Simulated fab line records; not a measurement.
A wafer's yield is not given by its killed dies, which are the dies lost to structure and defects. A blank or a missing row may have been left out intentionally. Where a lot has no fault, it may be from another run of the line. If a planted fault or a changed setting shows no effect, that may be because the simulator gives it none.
Struck lot and sound lot, side by side :: flow sky130 :: 16 steps out of a route of 708
Sound: the wafers L753.4, L753.5, L753.6. Wafers struck: L751.3, L751.5, L751.6. The cause is given at the end.
Per side, at each step with rows, come the tool, then ch with its chambers, and then its first start. Under that, the readings that differ: sound wafers :: struck wafers :: difference of the means :: sigmas: that difference in standard deviations of wafers without a fault.
alike: a reading whose means differ by less than 2 such deviations, as well as words and numbers matching on both sides. not compared: withheld readings; readings where some wafer has no value; bounds like >300 that might hide an equal value; numbers whose values overlap and for which the record gives no deviation.
Wherever a step has rows on one side only, a row that says differs or no value, or a row with sigmas, the two part there. When numbers do not overlap yet have no deviation, they are printed without sigmas and do not part them. A reading that every wafer of one side lacks parts them only if that side has two wafers or more.

first, 2 steps without rows for these wafers: SKY_VT_ADJUST_LVTN_PEB_16; SKY_VT_ADJUST_LVTN_DEVELOP_17 (develop time 60 s).
SKY_VT_ADJUST_LVTN_OVL_MEAS_18:
  sound: overlay-02 at day 11 09:18; struck: overlay-02 at day 10 19:59
  alike: VT_ADJUST_LVTN_01_OVL
following that, these wafers have no rows for 1 step: SKY_VT_ADJUST_LVTN_IMPLANT_19.
SKY_VT_ADJUST_LVTN_STRIP_20: strips in O2/N2.
  sound on plasma asher-04 ch 0,1, day 11 09:30; struck on plasma asher-02 ch 0,1, day 10 20:12
  alike: drypump motor current A, oes product au, strip time to endpoint s
  not compared: rf hours counter h
SKY_VT_ADJUST_LVTN_TW_MEAS_21:
  sound: film metro-02 at day 11 09:36; struck: film metro-02 at day 10 20:17
  alike: VT_ADJUST_LVTN_2_TW
then, 6 steps without rows for these wafers: SKY_VT_ADJUST_NCORE_DEHYDRATE_00 (time 60 s); SKY_VT_ADJUST_NCORE_HMDS_01 (prime time 60 s); SKY_VT_ADJUST_NCORE_COAT_02 (resist thk 1140 nm); SKY_VT_ADJUST_NCORE_SOFTBAKE_03 (time 60 s); SKY_VT_ADJUST_NCORE_EXPOSE_04 (exposes mask LVTN COMPLEMENT THIN, target cd 380 nm); SKY_VT_ADJUST_NCORE_PEB_05.
SKY_VT_ADJUST_NCORE_DEVELOP_06: develop time 60 s.
  sound on litho track-03 ch 0, day 12 09:37; struck on litho track-01 ch 0, day 11 18:59
SKY_VT_ADJUST_NCORE_CD_MEAS_07 targets a cd of 380 nm.
  sound: cd sem-02 at day 12 09:44; struck: cd sem-02 at day 11 19:07
reading: cd nm (nm)
sound: 378.8 382.4 380.7
struck: 392.2 394.4 394.9
difference: +13.2
sigmas: +7
SKY_VT_ADJUST_NCORE_OVL_MEAS_08:
  sound: overlay-01 at day 12 09:49; struck: overlay-02 at day 11 19:13
  alike: VT_ADJUST_NCORE_OVL
-- a jump in the record: the struck wafers' starts before and after are 37 days apart (it breaks off in module VT_ADJUST_NCORE and resumes in module PAD_OPEN, where the first step shown is number 708 of the route) --
SKY_PAD_OPEN_PROBE_99:
  sound: prober-01 at day 48 23:27; struck: prober-01 at day 48 11:33
  alike: killed_at_M0_to_M3, killed_at_M4_up, killed at contacts, killed at front end, killed at other, killed dies, killed on rim, killed open, killed short

## WHERE THEY PART
Only at SKY_VT_ADJUST_NCORE_CD_MEAS_07, as far as this record shows. Later steps at which nothing parts them and some readings are alike: SKY_VT_ADJUST_NCORE_OVL_MEAS_08, SKY_PAD_OPEN_PROBE_99.

WHY: whatever the simulator had introduced
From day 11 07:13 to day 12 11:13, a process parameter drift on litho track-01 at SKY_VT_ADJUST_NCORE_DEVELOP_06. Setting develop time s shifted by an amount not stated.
